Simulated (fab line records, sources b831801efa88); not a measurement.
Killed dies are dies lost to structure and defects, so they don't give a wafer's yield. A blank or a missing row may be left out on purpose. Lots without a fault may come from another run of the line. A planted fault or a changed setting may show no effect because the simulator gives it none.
A struck lot beside a sound one | flow sky130 | 16 steps out of a route of 708
Sound: wafers L822.1, L822.4, L822.5. Struck: wafers L826.1, L826.2, L826.4. The cause comes at the end.
At each step with rows: each side's tool, then ch and its chambers, then its first start. Under that, the readings that differ: sound wafers | struck wafers | difference of the means | sigmas: that difference in standard deviations of wafers without a fault.
alike: readings whose means differ by less than 2 such deviations, and words and numbers that are the same on both sides. not compared: withheld readings, readings that some wafer has no value for, bounds like >300 that may hide the same value, and numbers for which the record gives no deviation and whose values overlap.
The two part at a step that has a row with sigmas, a row that says differs or no value, or rows on one side only. Numbers that don't overlap but have no deviation are shown without sigmas and don't part them. A reading that every wafer of one side lacks parts them only if that side has two wafers or more.

SKY_METAL1_THK_MEAS_06: measures by xrf.
  sound on film_metro-04, day 32 08:34; struck on film_metro-03, day 33 12:02
  reading              | sound       | struck      | difference | sigmas
  METAL1_ALCU_THK (nm) | 246 240 242 | 256 257 253 | +13        | +4
then, 8 steps without rows for these wafers: SKY_METAL1_DEHYDRATE_07 (time 60 s); SKY_METAL1_HMDS_08 (prime time 60 s); SKY_METAL1_COAT_09 (resist thk 60 nm); SKY_METAL1_COAT_10 (resist thk 450 nm); SKY_METAL1_SOFTBAKE_11 (time 87.15 s); SKY_METAL1_EXPOSE_12 (exposes mask MM1, target cd 140 nm); SKY_METAL1_PEB_13; SKY_METAL1_DEVELOP_14 (develop time 60 s).
SKY_METAL1_CD_MEAS_15: target cd 140 nm.
  sound on cd_sem-02, day 33 11:10; struck on cd_sem-01, day 34 14:01
  alike: cd_nm
SKY_METAL1_OVL_MEAS_16:
  sound on overlay-01, day 33 11:17; struck on overlay-01, day 34 14:08
  alike: METAL1_OVL
SKY_METAL1_DESCUM_17: chemistry O2, time 8 s.
  sound on rie_metal-04 ch 0,1, day 33 11:19; struck on rie_metal-03 ch 0,1, day 34 14:10
  alike: drypump_motor_current_A, oes_product_au
  not compared: rf_hours_counter_h
SKY_METAL1_ETCH_18: etches BARC in N2/H2, stops on SiO2, time 45.9 s, target depth 60 nm.
  sound on rie_metal-04 ch 0,1, day 33 11:22; struck on rie_metal-03 ch 0,1, day 34 14:13
  no value came back on the struck wafers for any of 5 readings (bias_w (W), chamber_pressure_mTorr (mTorr) and others); on the sound wafers bias_w (W) reads 99.80 100.23 99.97
  reading                                       | sound             | struck            | difference | sigmas
  model.KrF-thick_of_METAL1_COAT_10.thk_nm (nm) | 394.8 393.6 393.9 | 435.6 433.8 435.9 | +41.0      |
  not compared: rf_hours_counter_h
SKY_METAL1_METAL_ETCH_19: etches the open film in Cl2/BCl3, stops on SiO2, target depth 360 nm, time 78 s.
  sound on rie_metal-04 ch 0,1, day 33 11:25; struck on rie_metal-03 ch 0,1, day 34 14:16
  reading                                       | sound             | struck            | difference | sigmas
  oes_product_au (a.u.)                         | 0.845 0.842 0.851 | 0.374 0.370 0.375 | -0.473     | -83
  model.KrF-thick_of_METAL1_COAT_10.thk_nm (nm) | 171.2 172.4 164.9 | 206.3 197.4 205.2 | +33.5      |
  alike: bcl3_flow_sccm, bias_w, drypump_motor_current_A, throttle_valve_pct
  not compared: rf_hours_counter_h
SKY_METAL1_STRIP_20: strips in O2/N2.
  sound on plasma_asher-01 ch 0,1, day 33 11:31; struck on plasma_asher-01 ch 0,1, day 34 14:22
  reading                      | sound             | struck            | difference | sigmas
  oes_product_au (a.u.)        | 0.352 0.353 0.347 | 0.364 0.361 0.367 | +0.013     | +2
  strip_time_to_endpoint_s (s) | 2.83 2.83 2.77    | 3.19 3.13 3.21    | +0.37      | +4
  alike: drypump_motor_current_A
  not compared: rf_hours_counter_h
then, 1 step without rows for these wafers: SKY_METAL1_STRIP_21 (strips in post etch residue remover, time 1200 s).

WHERE THEY PART
First at SKY_METAL1_THK_MEAS_06; last, within this record, at SKY_METAL1_STRIP_20.

WHY: what the simulator had put in
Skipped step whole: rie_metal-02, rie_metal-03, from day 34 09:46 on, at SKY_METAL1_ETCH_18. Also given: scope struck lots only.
